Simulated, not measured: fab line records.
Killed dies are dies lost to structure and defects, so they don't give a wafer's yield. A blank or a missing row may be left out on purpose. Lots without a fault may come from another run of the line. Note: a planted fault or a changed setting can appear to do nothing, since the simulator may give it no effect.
fab line records | flow sky130
record: lots: 13 wafers: 39 last_day: 50
route steps=708 shown SD_P@328 RES_XHIGH@334 SD_N@353 PAD_OPEN@708
lots that met no fault: from a run of the same line without faults
start_h: hours from the record's first day to the start of the lot's first wafer shown | wait_h: hours elapsed since this lot's preceding step | " as in the row above | L1.1+2: one row covering several wafers at once | - either no value or no given start | * or withheld: withheld | < > ~ a bound
route shown NAME@n: names a module that has steps shown in the file, with the first one's number in the route | usual: mean/standard deviation of fault-free wafers | same: alike in all rows | chamber/n: place in a boat | sites: each site's reading | _std_site: the standard deviation of these | _edge_site: inner sites' mean taken away from outer sites' mean | radius_mm: how far each site lies from the wafer's centre | mask NAME#n: copy n | behind: the last tool/chamber to shape the wafer | hold: the reason the lot was held/the length of the hold in hours/how it ended | device: which transistor (n, p or np) failed to switch | end of line: the same wafers' tests at the end of the route | for a step that has no rows: nothing shown but its recipe | killed: at the first sort, the dies lost to defects and structure; wafer yield is something else | map: per-die view of a wafer (x killed, . not killed, _ where there is no die)
set.NAME: the run value of the setting; set.NAME@STEP: its run value at that earlier step | model.NAME: the simulator's own value behind a step, which no gauge read
route steps across a sampled set of lots; one table per step, one row per wafer
services: when a tool's chamber went out of use (start_h, in hours from the record's first day, below 0 if earlier), for how many hours, and the reason
== steps ==
step: SKY_SD_P_OVL_MEAS_08
usual: SD_P_OVL: -0.8/1.4
columns lot.wafer tool chamber start_h wait_h SD_P_OVL[nm]
L701.1 overlay-01 - 608.15 0.1 -0.5
L701.2 " - " " -2.9
L701.4 " - " " -0.7
L703.1 overlay-01 - 615.95 0.1 0.2
L703.2 " - " " -0.2
L703.5 " - " " 1.0
L704.1 overlay-01 - 631.35 0.1 -1.8
L704.4 " - " " -1.8
L704.6 " - " " -1.0
L705.1 overlay-01 - 643.39 0.1 -0.4
L705.4 " - " " 0.4
L705.6 " - " " -0.3
L713.1 overlay-01 - 708.39 0.1 -0.4
L713.4 " - " " -1.9
L713.6 " - " " 0.3
L714.1 overlay-01 - 711.65 0.1 -0.4
L714.2 " - " " -0.8
L714.3 " - " " 0.6
L715.1 overlay-01 - 723.99 0.1 0.9
L715.4 " - " " 1.3
L715.6 " - " " 1.8
L717.1 overlay-02 - 733.41 0.1 -0.3
L717.3 " - " " -1.8
L717.6 " - " " -0.4
L716.1 overlay-02 - 736.61 0.1 -0.8
L716.2 " - " " -0.2
L716.6 " - " " 0.0
L718.1 overlay-01 - 754.31 0.1 0.3
L718.3 " - " " 0.1
L718.6 " - " " 0.6
L719.1 overlay-01 - 764.09 0.1 -2.7
L719.3 " - " " -1.0
L719.5 " - " " -2.2
L721.2 overlay-02 - 770.95 0.1 -1.4
L721.5 " - " " 0.7
L721.6 " - " " -0.8
L722.2 overlay-02 - 775.06 0.1 -2.9
L722.3 " - " " -1.9
L722.4 " - " " -1.7
step: SKY_SD_P_STRIP_10
recipe: chemistry: O2/N2 power_w: 1400 pressure_mtorr: 1500 platen_temp_c: withheld o2_flow_sccm: 3000 n2_flow_sccm: 300 overash_fraction: 0.5
usual: drypump_motor_current_A: 5.7/0.43 oes_product_au: 0.618/0.0046 strip_time_to_endpoint_s: 17.53/0.041
columns lot.wafer tool chamber start_h wait_h drypump_motor_current_A oes_product_au rf_hours_counter_h strip_time_to_endpoint_s
L701.1 plasma_asher-03 0 608.34 0.1 6.5 0.617 84 17.53
L701.2 " 1 " " 5.6 0.619 84 17.53
L701.4 " 1 " " 5.6 0.615 - 17.54
L703.1 plasma_asher-02 1 616.14 0.1 5.3 0.617 45 17.53
L703.2 " 0 " " 5.9 0.613 45 17.54
L703.5 " 0 " " 5.9 0.620 - 17.54
L704.1 plasma_asher-02 0 631.54 0.1 5.9 0.612 46 17.55
L704.4 " 1 " " 5.4 0.622 - 17.56
L704.6 " 1 " " 5.4 0.616 - 17.61
L705.1 plasma_asher-04 0 643.58 0.1 5.8 0.615 100 17.44
L705.4 " 0 " " 5.8 0.614 - 17.44
L705.6 " 0 " " 5.7 0.616 - 17.45
L713.1 plasma_asher-02 1 708.58 0.1 5.3 0.618 55 17.46
L713.4 " 1 " " 5.3 0.624 - 17.48
L713.6 " 0 " " 5.9 0.612 - 17.54
L714.1 plasma_asher-04 1 711.84 0.1 5.1 0.620 105 17.52
L714.2 " 0 " " 5.8 0.619 105 17.51
L714.3 " 1 " " 5.1 0.616 - 17.53
L715.1 plasma_asher-02 1 724.18 0.1 5.3 0.614 56 17.45
L715.4 " 1 " " 5.4 0.613 - 17.52
L715.6 " 1 " " 5.3 0.618 - 17.51
L717.1 plasma_asher-02 0 733.59 0.1 5.9 0.618 57 17.59
L717.3 " 1 " " 5.3 0.626 - 17.58
L717.6 " 1 " " 5.3 0.611 - 17.57
L716.1 plasma_asher-03 0 736.79 0.1 6.5 0.615 97 17.48
L716.2 " 1 " " 5.6 0.614 97 17.51
L716.6 " 1 " " 5.6 0.619 - 17.54
L718.1 plasma_asher-02 0 754.49 0.1 5.9 0.618 59 17.51
L718.3 " 1 " " 5.4 0.625 - 17.46
L718.6 " 0 " " 5.9 0.614 - 17.50
L719.1 plasma_asher-04 0 764.28 0.1 5.8 0.621 2 17.49
L719.3 " 1 " " 5.1 0.618 - 17.49
L719.5 " 1 " " 5.1 0.624 - 17.49
L721.2 plasma_asher-04 1 771.13 0.1 5.1 0.620 3 17.51
L721.5 " 0 " " 5.8 0.619 - 17.53
L721.6 " 1 " " 5.1 0.619 - 17.53
L722.2 plasma_asher-04 1 775.24 0.1 5.1 0.621 3 17.55
L722.3 " 0 " " 5.7 0.614 - 17.52
L722.4 " 1 " " 5.1 0.605 - 17.52
step: SKY_RES_XHIGH_COAT_02
recipe: resist: NOVOLAK spin_rpm: 3000 resist_thk_nm: 1140
usual: chill_plate_temp_C: 23.00/0.11 dispense_pressure_kPa: 47/4.2
columns lot.wafer tool chamber start_h wait_h chill_plate_temp_C dispense_pressure_kPa
L701.1 litho_track-04 0 622.27 0.1 22.92 52
L701.2 " 0 " " 23.05 52
L701.4 " 0 " " 22.86 52
L703.1 litho_track-01 - 630.33 0.1 - -
L703.2 " - " " - -
L703.5 " - " " - -
L704.1 litho_track-02 - 645.30 0.1 - -
L704.4 " - " " - -
L704.6 " - " " - -
L705.1 litho_track-04 - 657.47 0.1 - -
L705.4 " - " " - -
L705.6 " - " " - -
L713.1 litho_track-01 0 722.08 0.1 22.87 44
L713.4 " 0 " " 22.86 44
L713.6 " 0 " " 22.85 44
L714.1 litho_track-04 0 725.77 0.1 22.93 52
L714.2 " 0 " " 22.97 52
L714.3 " 0 " " 23.06 52
L715.1 litho_track-01 0 737.39 0.1 23.01 44
L715.4 " 0 " " 22.96 44
L715.6 " 0 " " 22.77 44
L717.1 litho_track-01 0 746.99 0.1 23.18 44
L717.3 " 0 " " 22.82 44
L717.6 " 0 " " 22.97 44
L716.1 litho_track-01 0 750.39 0.1 22.74 44
L716.2 " 0 " " 23.05 44
L716.6 " 0 " " 22.89 44
L718.1 litho_track-02 0 767.80 0.1 23.17 41
L718.3 " 0 " " 23.00 41
L718.6 " 0 " " 23.06 41
L719.1 litho_track-04 0 777.52 0.1 23.05 52
L719.3 " 0 " " 23.06 52
L719.5 " 0 " " 23.07 52
L721.2 litho_track-01 0 784.61 0.1 23.16 44
L721.5 " 0 " " 23.08 44
L721.6 " 0 " " 23.11 44
L722.2 litho_track-04 0 788.25 0.1 22.86 52
L722.3 " 0 " " 23.07 52
L722.4 " 0 " " 23.00 52
step: SKY_SD_N_STRIP_11
recipe: chemistry: O2/N2 power_w: 1400 pressure_mtorr: 1500 platen_temp_c: withheld o2_flow_sccm: 3000 n2_flow_sccm: 300 overash_fraction: 0.5
usual: drypump_motor_current_A: 5.6/0.42 oes_product_au: 0.527/0.0044 strip_time_to_endpoint_s: 22.55/0.042
columns lot.wafer tool chamber start_h wait_h drypump_motor_current_A oes_product_au rf_hours_counter_h strip_time_to_endpoint_s
L701.1 plasma_asher-04 1 665.58 0.1 5.1 0.524 102 22.61
L701.2 " 0 " " 5.7 0.528 102 22.63
L701.4 " 0 " " 5.8 0.529 - 22.64
L703.1 plasma_asher-04 1 674.08 0.1 5.1 0.533 103 22.58
L703.2 " 0 " " 5.8 0.528 103 22.58
L703.5 " 1 " " 5.1 0.524 - 22.60
L704.1 plasma_asher-02 1 689.38 0.1 5.3 0.525 52 22.60
L704.4 " 1 " " 5.3 0.520 - 22.53
L704.6 " 0 " " 5.9 0.532 - 22.56
L705.1 plasma_asher-04 1 701.03 0.1 5.1 0.532 104 22.58
L705.4 " 1 " " 5.1 0.530 - 22.58
L705.6 " 0 " " 5.7 0.527 - 22.60
L713.1 plasma_asher-04 1 763.61 0.1 5.1 0.523 2 22.55
L713.4 " 0 " " 5.8 0.524 - 22.53
L713.6 " 0 " " 5.8 0.529 - 22.51
L714.1 plasma_asher-02 1 766.93 0.1 5.3 0.527 61 22.50
L714.2 " 0 " " 5.9 0.536 61 22.51
L714.3 " 1 " " 5.3 0.524 - 22.48
L715.1 plasma_asher-01 0 778.16 0.1 5.3 0.527 36 22.51
L715.4 " 1 " " 6.3 0.523 - 22.48
L715.6 " 1 " " 6.3 0.527 - 22.47
L717.1 plasma_asher-01 1 787.23 0.1 6.3 0.525 37 22.52
L717.3 " 0 " " 5.3 0.528 - 22.48
L717.6 " 0 " " 5.3 0.520 - 22.50
L716.1 plasma_asher-02 0 791.73 0.1 5.9 0.526 63 22.59
L716.2 " 1 " " 5.3 0.522 63 22.54
L716.6 " 1 " " 5.4 0.529 - 22.58
L718.1 plasma_asher-04 1 807.53 0.1 5.1 0.529 7 22.58
L718.3 " 0 " " 5.7 0.528 - 22.54
L718.6 " 0 " " 5.8 0.533 - 22.56
L719.1 plasma_asher-04 0 817.78 0.1 5.7 0.522 8 22.47
L719.3 " 1 " " 5.1 0.526 - 22.53
L719.5 " 1 " " 5.1 0.529 - 22.49
L721.2 plasma_asher-04 0 824.13 0.1 5.8 0.521 9 22.52
L721.5 " 0 " " 5.7 0.518 - 22.50
L721.6 " 1 " " 5.1 0.528 - 22.54
L722.2 plasma_asher-04 1 827.58 0.1 5.1 0.523 9 22.52
L722.3 " 0 " " 5.8 0.524 - 22.55
L722.4 " 1 " " 5.1 0.525 - 22.58
step: SKY_PAD_OPEN_PROBE_99
usual: killed_at_M0_to_M3: 44/7.3 killed_at_M4_up: 3.5/1.8 killed_at_contacts: 24/5.8 killed_at_front_end: 16/4.3 killed_at_other: 0.5/0.68 killed_dies: 88/9.4 killed_on_rim: 17/3.7 killed_open: 48/6.8 killed_short: 40/6.1
same: gross_dies: 492 killed_at_back_side: 0
columns lot.wafer tool chamber start_h wait_h killed_at_M0_to_M3 killed_at_M4_up killed_at_contacts killed_at_front_end killed_at_other killed_dies killed_on_rim killed_open killed_short
L701.1 prober-01 - 1087.03 0.1 37 5 27 9 1 79 18 43 36
L701.2 prober-01 - 1087.08 0.1 44 5 29 11 1 90 18 46 44
L701.4 prober-01 - 1087.18 0.2 40 0 34 13 0 87 21 40 47
L703.1 prober-02 - 1096.83 0.1 46 4 24 14 404 492 96 49 38
L703.2 prober-02 - 1096.88 0.1 45 2 24 16 405 492 96 44 44
L703.5 prober-02 - 1097.03 0.2 33 2 32 13 412 492 96 45 34
L704.1 prober-01 - 1105.62 0.1 38 4 12 16 422 492 96 43 27
L704.4 prober-01 - 1105.77 0.2 28 2 26 15 421 492 96 45 27
L704.6 prober-01 - 1105.87 0.2 45 3 26 11 407 492 96 43 42
L705.1 prober-02 - 1114.34 0.1 42 4 28 12 406 492 96 46 39
L705.4 prober-02 - 1114.49 0.2 48 1 26 13 404 492 96 48 41
L705.6 prober-02 - 1114.59 0.2 49 0 19 12 412 492 96 36 44
L713.1 prober-02 - 1162.44 0.1 52 9 28 17 0 106 19 55 50
L713.4 prober-02 - 1162.59 0.2 30 7 24 8 0 69 16 33 36
L713.6 prober-02 - 1162.69 0.2 40 7 22 21 0 90 24 52 37
L714.1 prober-01 - 1164.21 0.1 36 4 21 26 1 88 17 45 42
L714.2 prober-01 - 1164.26 0.1 40 4 18 25 0 87 13 51 35
L714.3 prober-01 - 1164.31 0.2 40 1 25 16 0 82 12 44 37
L715.1 prober-02 - 1170.25 0.1 52 4 20 19 3 98 17 51 44
L715.4 prober-02 - 1170.40 0.2 38 4 24 17 0 83 16 43 40
L715.6 prober-02 - 1170.50 0.2 46 2 20 9 0 77 11 44 33
L717.1 prober-01 - 1174.07 0.1 42 3 16 22 0 83 15 44 38
L717.3 prober-01 - 1174.17 0.2 30 3 24 24 0 81 17 48 31
L717.6 prober-01 - 1174.32 0.2 49 2 22 18 1 92 16 47 45
L716.1 prober-02 - 1181.23 0.1 51 2 18 18 1 90 18 47 41
L716.2 prober-02 - 1181.28 0.1 50 0 25 18 0 93 19 41 49
L716.6 prober-02 - 1181.48 0.2 54 2 25 10 0 91 19 50 40
L719.1 prober-01 - 1195.28 0.1 43 4 35 12 0 94 18 52 42
L719.3 prober-01 - 1195.38 0.2 40 3 18 19 0 80 14 49 31
L719.5 prober-01 - 1195.48 0.2 40 3 28 4 0 75 11 42 32
L721.2 prober-02 - 1198.10 0.1 41 2 26 16 1 86 17 52 32
L721.5 prober-02 - 1198.25 0.2 50 4 24 12 0 90 16 53 37
L721.6 prober-02 - 1198.30 0.2 59 5 30 19 3 116 21 62 51
killed by level:class
L701.1 CONTACT:geometric_particle:open=13 VIA1:geometric_particle:open=8 LI_CONTACT:geometric_particle:open=6 METAL1:geometric_particle:short=6 CONTACT:geometric_particle:short=5 METAL2:geometric_particle:short=5 VIA2:geometric_particle:open=4 POLY_GATE:geometric_particle:open=3
L701.2 CONTACT:geometric_particle:open=14 VIA1:geometric_particle:open=12 CONTACT:geometric_particle:short=7 METAL2:geometric_particle:short=7 FIELD_ISO:geometric_particle:short=5 VIA1:geometric_particle:short=5 POLY_GATE:geometric_particle:short=4 LI_CONTACT:geometric_particle:open=4
L701.4 CONTACT:geometric_particle:open=11 LI_CONTACT:geometric_particle:open=8 CONTACT:geometric_particle:short=7 METAL2:geometric_particle:short=6 VIA2:geometric_particle:short=6 LOCAL_INTERCONNECT:geometric_particle:short=5 VIA1:geometric_particle:short=5 VIA2:geometric_particle:open=5
L703.1 RES_XHIGH:area_expose=404 CONTACT:geometric_particle:open=9 VIA3:geometric_particle:open=9 METAL1:geometric_particle:short=8 VIA1:geometric_particle:open=8 LI_CONTACT:geometric_particle:open=7 VIA2:geometric_particle:open=7 FIELD_ISO:geometric_particle:open=5
L703.2 RES_XHIGH:area_expose=404 VIA1:geometric_particle:open=8 CONTACT:geometric_particle:short=7 METAL2:geometric_particle:short=7 CONTACT:geometric_particle:open=6 LI_CONTACT:geometric_particle:open=6 FIELD_ISO:geometric_particle:open=5 FIELD_ISO:geometric_particle:short=5
L703.5 RES_XHIGH:area_expose=411 CONTACT:geometric_particle:open=13 VIA1:geometric_particle:open=6 VIA3:geometric_particle:open=6 LI_CONTACT:geometric_particle:short=5 LI_CONTACT:geometric_particle:open=5 METAL2:geometric_particle:short=5 FIELD_ISO:geometric_particle:open=4
L704.1 RES_XHIGH:area_expose=421 VIA2:geometric_particle:open=9 VIA3:geometric_particle:open=7 CONTACT:geometric_particle:open=6 VIA1:geometric_particle:open=5 FIELD_ISO:geometric_particle:open=4 FIELD_ISO:geometric_particle:short=3 LI_CONTACT:geometric_particle:open=3
L704.4 RES_XHIGH:area_expose=420 CONTACT:geometric_particle:open=12 LI_CONTACT:geometric_particle:open=7 VIA1:geometric_particle:open=7 FIELD_ISO:geometric_particle:open=5 VIA3:geometric_particle:open=5 VIA2:geometric_particle:open=4 SPACER:geometric_particle:short=3
L704.6 RES_XHIGH:area_expose=407 CONTACT:geometric_particle:open=8 VIA1:geometric_particle:open=8 LI_CONTACT:geometric_particle:open=7 VIA1:geometric_particle:short=7 METAL2:geometric_particle:short=7 METAL1:geometric_particle:short=6 POLY_GATE:geometric_particle:open=5
L705.1 RES_XHIGH:area_expose=406 LI_CONTACT:geometric_particle:open=10 VIA2:geometric_particle:open=8 CONTACT:geometric_particle:open=7 VIA3:geometric_particle:open=6 LOCAL_INTERCONNECT:geometric_particle:short=5 VIA1:geometric_particle:open=5 VIA2:geometric_particle:short=5
L705.4 RES_XHIGH:area_expose=403 VIA1:geometric_particle:open=11 VIA2:geometric_particle:open=10 CONTACT:geometric_particle:open=9 METAL2:geometric_particle:short=7 LI_CONTACT:geometric_particle:open=6 CONTACT:geometric_particle:short=5 POLY_GATE:geometric_particle:short=4
L705.6 RES_XHIGH:area_expose=412 METAL1:geometric_particle:short=9 VIA1:geometric_particle:open=8 LI_CONTACT:geometric_particle:open=7 VIA1:geometric_particle:short=6 VIA3:geometric_particle:open=6 POLY_GATE:geometric_particle:short=5 METAL2:geometric_particle:short=5
L713.1 VIA1:geometric_particle:open=13 CONTACT:geometric_particle:open=9 METAL4:geometric_particle:short=8 METAL1:geometric_particle:short=7 FIELD_ISO:geometric_particle:open=6 LI_CONTACT:geometric_particle:open=6 LOCAL_INTERCONNECT:geometric_particle:short=6 METAL2:geometric_particle:short=6
L713.4 CONTACT:geometric_particle:open=10 METAL2:geometric_particle:short=6 CONTACT:geometric_particle:short=6 VIA1:geometric_particle:open=6 LI_CONTACT:geometric_particle:open=5 VIA3:geometric_particle:open=4 METAL4:geometric_particle:short=4 LOCAL_INTERCONNECT:geometric_particle:short=3
L713.6 VIA1:geometric_particle:open=9 VIA3:geometric_particle:open=9 FIELD_ISO:geometric_particle:open=7 CONTACT:geometric_particle:open=7 FIELD_ISO:geometric_particle:short=6 VIA2:geometric_particle:open=5 LOCAL_INTERCONNECT:geometric_particle:short=4 METAL4:geometric_particle:short=4
L714.1 CONTACT:geometric_particle:open=10 POLY_GATE:geometric_particle:short=7 FIELD_ISO:geometric_particle:short=6 VIA3:geometric_particle:open=6 VIA1:geometric_particle:short=5 VIA2:geometric_particle:open=5 FIELD_ISO:geometric_particle:open=4 POLY_GATE:geometric_particle:open=4
L714.2 VIA1:geometric_particle:open=11 CONTACT:geometric_particle:open=10 VIA3:geometric_particle:open=10 FIELD_ISO:geometric_particle:short=6 FIELD_ISO:geometric_particle:open=5 METAL1:geometric_particle:short=5 POLY_GATE:geometric_particle:short=5 POLY_GATE:geometric_particle:open=5
L714.3 METAL1:geometric_particle:short=9 CONTACT:geometric_particle:open=8 VIA1:geometric_particle:open=8 LI_CONTACT:geometric_particle:open=6 LI_CONTACT:geometric_particle:short=6 VIA2:geometric_particle:open=6 POLY_GATE:geometric_particle:short=5 METAL1:geometric_particle:open=4
L715.1 VIA2:geometric_particle:open=12 CONTACT:geometric_particle:open=10 METAL1:geometric_particle:short=7 VIA1:geometric_particle:open=7 POLY_GATE:geometric_particle:open=6 VIA1:geometric_particle:short=6 METAL2:geometric_particle:short=6 FIELD_ISO:geometric_particle:short=5
L715.4 CONTACT:geometric_particle:open=9 VIA2:geometric_particle:open=8 VIA1:geometric_particle:open=7 FIELD_ISO:geometric_particle:short=5 VIA3:geometric_particle:short=5 LOCAL_INTERCONNECT:geometric_particle:short=5 CONTACT:geometric_particle:short=5 METAL1:geometric_particle:short=5
L715.6 VIA1:geometric_particle:open=10 CONTACT:geometric_particle:open=8 VIA2:geometric_particle:open=7 FIELD_ISO:geometric_particle:open=5 METAL2:geometric_particle:short=5 VIA3:geometric_particle:short=5 VIA3:geometric_particle:open=5 METAL1:geometric_particle:short=4
L717.1 VIA1:geometric_particle:open=9 FIELD_ISO:geometric_particle:open=7 POLY_GATE:geometric_particle:short=6 CONTACT:geometric_particle:open=6 VIA3:geometric_particle:open=6 LI_CONTACT:geometric_particle:open=5 VIA1:geometric_particle:short=5 VIA2:geometric_particle:short=5
L717.3 CONTACT:geometric_particle:open=11 FIELD_ISO:geometric_particle:short=9 VIA1:geometric_particle:open=7 LI_CONTACT:geometric_particle:open=6 FIELD_ISO:geometric_particle:open=5 VIA3:geometric_particle:open=5 METAL2:geometric_particle:open=4 POLY_GATE:geometric_particle:short=3
L717.6 VIA1:geometric_particle:open=13 CONTACT:geometric_particle:open=11 LI_CONTACT:geometric_particle:open=6 METAL1:geometric_particle:short=5 VIA3:geometric_particle:short=5 VIA1:geometric_particle:short=5 METAL2:geometric_particle:short=5 FIELD_ISO:geometric_particle:short=4
L716.1 VIA1:geometric_particle:open=15 METAL1:geometric_particle:short=7 FIELD_ISO:geometric_particle:short=6 CONTACT:geometric_particle:open=6 VIA2:geometric_particle:open=6 VIA3:geometric_particle:open=6 CONTACT:geometric_particle:short=5 VIA1:geometric_particle:short=5
L716.2 VIA2:geometric_particle:open=8 POLY_GATE:geometric_particle:short=7 LI_CONTACT:geometric_particle:short=7 LI_CONTACT:geometric_particle:open=7 VIA1:geometric_particle:open=7 VIA1:geometric_particle:short=7 METAL2:geometric_particle:short=6 VIA3:geometric_particle:open=6
L716.6 VIA1:geometric_particle:open=12 VIA2:geometric_particle:open=11 CONTACT:geometric_particle:open=9 LI_CONTACT:geometric_particle:open=7 METAL2:geometric_particle:short=7 VIA3:geometric_particle:open=6 METAL1:geometric_particle:short=5 METAL3:geometric_particle:short=5
L719.1 VIA1:geometric_particle:open=13 LI_CONTACT:geometric_particle:open=12 CONTACT:geometric_particle:open=8 CONTACT:geometric_particle:short=7 METAL2:geometric_particle:short=7 FIELD_ISO:geometric_particle:open=6 LI_CONTACT:geometric_particle:short=5 METAL3:geometric_particle:short=5
L719.3 VIA1:geometric_particle:open=10 CONTACT:geometric_particle:open=7 FIELD_ISO:geometric_particle:open=6 METAL1:geometric_particle:short=6 FIELD_ISO:geometric_particle:short=5 LI_CONTACT:geometric_particle:open=5 VIA2:geometric_particle:open=5 METAL2:geometric_particle:open=4
L719.5 VIA1:geometric_particle:open=10 CONTACT:geometric_particle:open=10 LI_CONTACT:geometric_particle:open=8 METAL1:geometric_particle:short=7 LOCAL_INTERCONNECT:geometric_particle:short=6 METAL2:geometric_particle:short=5 VIA2:geometric_particle:open=5 VIA3:geometric_particle:open=4
L721.2 VIA1:geometric_particle:open=15 CONTACT:geometric_particle:open=9 LI_CONTACT:geometric_particle:open=7 CONTACT:geometric_particle:short=6 POLY_GATE:geometric_particle:open=4 METAL1:geometric_particle:short=4 METAL2:geometric_particle:short=4 VIA2:geometric_particle:open=4
L721.5 LI_CONTACT:geometric_particle:open=10 VIA2:geometric_particle:open=10 VIA1:geometric_particle:open=8 VIA3:geometric_particle:open=8 CONTACT:geometric_particle:open=6 VIA1:geometric_particle:short=5 METAL2:geometric_particle:short=4 LOCAL_INTERCONNECT:geometric_particle:short=4
L721.6 VIA1:geometric_particle:open=15 VIA3:geometric_particle:open=12 LI_CONTACT:geometric_particle:open=8 CONTACT:geometric_particle:open=7 CONTACT:geometric_particle:short=7 VIA1:geometric_particle:short=7 FIELD_ISO:geometric_particle:open=6 LI_CONTACT:geometric_particle:short=6
== services ==
columns tool chamber start_h hours kind
plasma_asher-03 - 601.60 2.7 repair
litho_track-01 - 634.13 - consumable_replace:filter
plasma_asher-03 - 641.69 2.8 pm
plasma_asher-04 - 681.52 15.6 pm
plasma_asher-01 - 686.82 2.7 repair
plasma_asher-04 - 701.37 1.6 repair
plasma_asher-04 - 733.75 9.0 pm
plasma_asher-04 0 733.75 9.0 vent_cycle
plasma_asher-04 1 733.75 9.0 vent_cycle
plasma_asher-04 0 742.75 - clean
plasma_asher-04 1 742.75 - clean
plasma_asher-03 - 746.18 2.1 repair
plasma_asher-03 - 758.71 14.6 pm
plasma_asher-03 - 789.88 0.8 repair
litho_track-04 - 793.79 - consumable_replace:filter
plasma_asher-01 - 819.44 15.6 pm
== key ==
first_sign: step: SKY_RES_XHIGH_COAT_02 reading: tool_record direction: missing
effect: step: SKY_PAD_OPEN_PROBE_99 reading: killed_at_other direction: up sigmas: 99+ usual: 0.5 struck: 410.3
more_kills_born_at: SKY_RES_XHIGH_EXPOSE_04@iline_stepper-01: 3688
met_at SKY_RES_XHIGH_COAT_02
struck_lots L703,L704,L705
tester_left_out L703,L704,L705
not_acting_at SKY_SD_P_OVL_MEAS_08,SKY_SD_P_STRIP_10,SKY_SD_N_STRIP_11
onset_between 622.27 630.33
fault: kind: skipped_step_whole tool: litho_track-01,litho_track-02,litho_track-04 chamber: - onset_h: 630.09 steps: SKY_RES_XHIGH_COAT_02 scope: struck_lots_only
tester_left_out: of these lots the tester's yield and bins aren't shown, on N5 and GAA mostly nor the transistor test; their killed dies are dies lost to structure and defects alone, not to doping, threshold or leakage, so they don't give the yield
